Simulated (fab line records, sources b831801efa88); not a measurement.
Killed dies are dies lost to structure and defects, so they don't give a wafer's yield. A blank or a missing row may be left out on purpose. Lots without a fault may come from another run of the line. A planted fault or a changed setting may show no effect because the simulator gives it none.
Which tool did it? | flow sky130 | 14 lots, 42 wafers sampled, at 3 steps of a route of 708

WHAT THE GAUGES READ, wafer by wafer
SKY_FIELD_ISO_THK_MEAS_25.
lot  | measured    | on            | FIELD_ISO_CVD_24_THK (nm)
L600 | day 2 23:28 | film_metro-04 | 585 591 587
L599 | day 2 23:31 | film_metro-02 | 583 589 595
L602 | day 2 23:34 | film_metro-01 | 600 588 591
L603 | day 3 09:14 | film_metro-01 | 589 587 588
L607 | day 4 04:42 | film_metro-01 | 594 603 593
L609 | day 4 11:08 | film_metro-01 | 590 598 584
L608 | day 4 11:49 | film_metro-04 | 588 591 591
L612 | day 5 02:25 | film_metro-01 | 601 590 605
L613 | day 5 08:55 | film_metro-02 | 607 600 595
L614 | day 5 13:19 | film_metro-04 | 596 595 590
L618 | day 6 12:00 | film_metro-01 | 592 597 590
L619 | day 6 17:35 | film_metro-02 | 597 607 592
L620 | day 7 00:21 | film_metro-04 | 591 595 592
L621 | day 7 06:31 | film_metro-04 | 587 601 596

SKY_PWDE_TW_MEAS_10.
lot  | measured    | on            | PWDE_TW
L600 | day 4 13:43 | film_metro-03 | 376.0 374.3 373.5
L599 | day 4 13:55 | film_metro-01 | 379.1 378.2 376.6
L602 | day 4 14:50 | film_metro-03 | 374.7 372.0 373.5
L603 | day 4 23:40 | film_metro-04 | 371.9 373.5 372.5
L607 | day 5 19:32 | film_metro-04 | 367.9 369.5 368.7
L609 | day 6 02:51 | film_metro-03 | 375.4 374.8 374.4
L608 | day 6 03:28 | film_metro-03 | 374.8 374.9 373.4
L612 | day 6 20:17 | film_metro-04 | 372.2 370.4 369.5
L613 | day 7 02:54 | film_metro-04 | 368.9 369.5 371.5
L614 | day 7 08:18 | film_metro-03 | 371.6 371.3 372.4
L618 | day 8 09:05 | film_metro-03 | 373.0 372.9 373.2
L619 | day 8 16:14 | film_metro-03 | 373.8 374.3 373.5
L620 | day 8 22:11 | film_metro-04 | 373.8 373.4 372.0
L621 | day 9 06:09 | film_metro-04 | 369.7 371.5 370.5

SKY_NWELL_OVL_MEAS_10.
lot  | measured     | on         | NWELL_00_OVL (nm)
L600 | day 5 06:25  | overlay-02 | 2.8 1.1 1.4
L599 | day 5 06:56  | overlay-02 | 2.4 2.2 2.0
L602 | day 5 07:53  | overlay-01 | 2.3 1.5 1.6
L603 | day 5 17:46  | overlay-01 | 0.8 1.1 1.4
L607 | day 6 13:52  | overlay-02 | 3.1 1.8 1.3
L609 | day 6 21:01  | overlay-01 | -0.7 -2.3 0.4
L608 | day 6 22:25  | overlay-02 | 1.8 2.8 1.0
L612 | day 7 16:37  | overlay-01 | -0.5 -0.5 -0.8
L613 | day 7 22:52  | overlay-02 | -0.1 0.9 1.1
L614 | day 8 04:49  | overlay-02 | -2.3 -3.9 -2.2
L618 | day 9 04:48  | overlay-02 | 0.6 -0.1 -0.5
L619 | day 9 13:04  | overlay-01 | 2.8 3.5 2.7
L620 | day 9 19:13  | overlay-01 | 1.8 1.1 1.4
L621 | day 10 03:57 | overlay-02 | -2.7 -0.2 -1.3

WHICH TOOL RAN EACH LOT (tool, then ch and the chambers of the sampled wafers, then the start)
The record holds no process step before these readings.

WHAT THE TOOLS THEMSELVES READ (means of the sampled wafers that have a number; where no wafer has one, the mark that the record gives instead)
The record holds no such reading with a usual standard deviation.

THE ANSWER, worked out from the rows above alone
Rule: what is usual is taken from the lots themselves. Put in order of their means at a reading, lots are off if they are a third of the lots or fewer, leave a main group of 4 or more, and stand apart from it by a gap of 3 or more times the standard deviation of the main group's means; of several such gaps the widest counts. A main group whose means are all the same, to the digits that the tables above print for the reading, isn't used. A lot without any number at a reading at which 4 lots or more have one is off too. The other lots that the step has rows for count as sound. The gauges are gone through in route order, then the tools' own readings, and for those a lot's mean is taken as printed above. The first step at which some lot is off is used, and at that step the reading that is off furthest; a lot without a number counts as furthest.
No lot is off at any reading shown: from this, nothing can be told.

WHAT THE SIMULATOR HAD PUT IN
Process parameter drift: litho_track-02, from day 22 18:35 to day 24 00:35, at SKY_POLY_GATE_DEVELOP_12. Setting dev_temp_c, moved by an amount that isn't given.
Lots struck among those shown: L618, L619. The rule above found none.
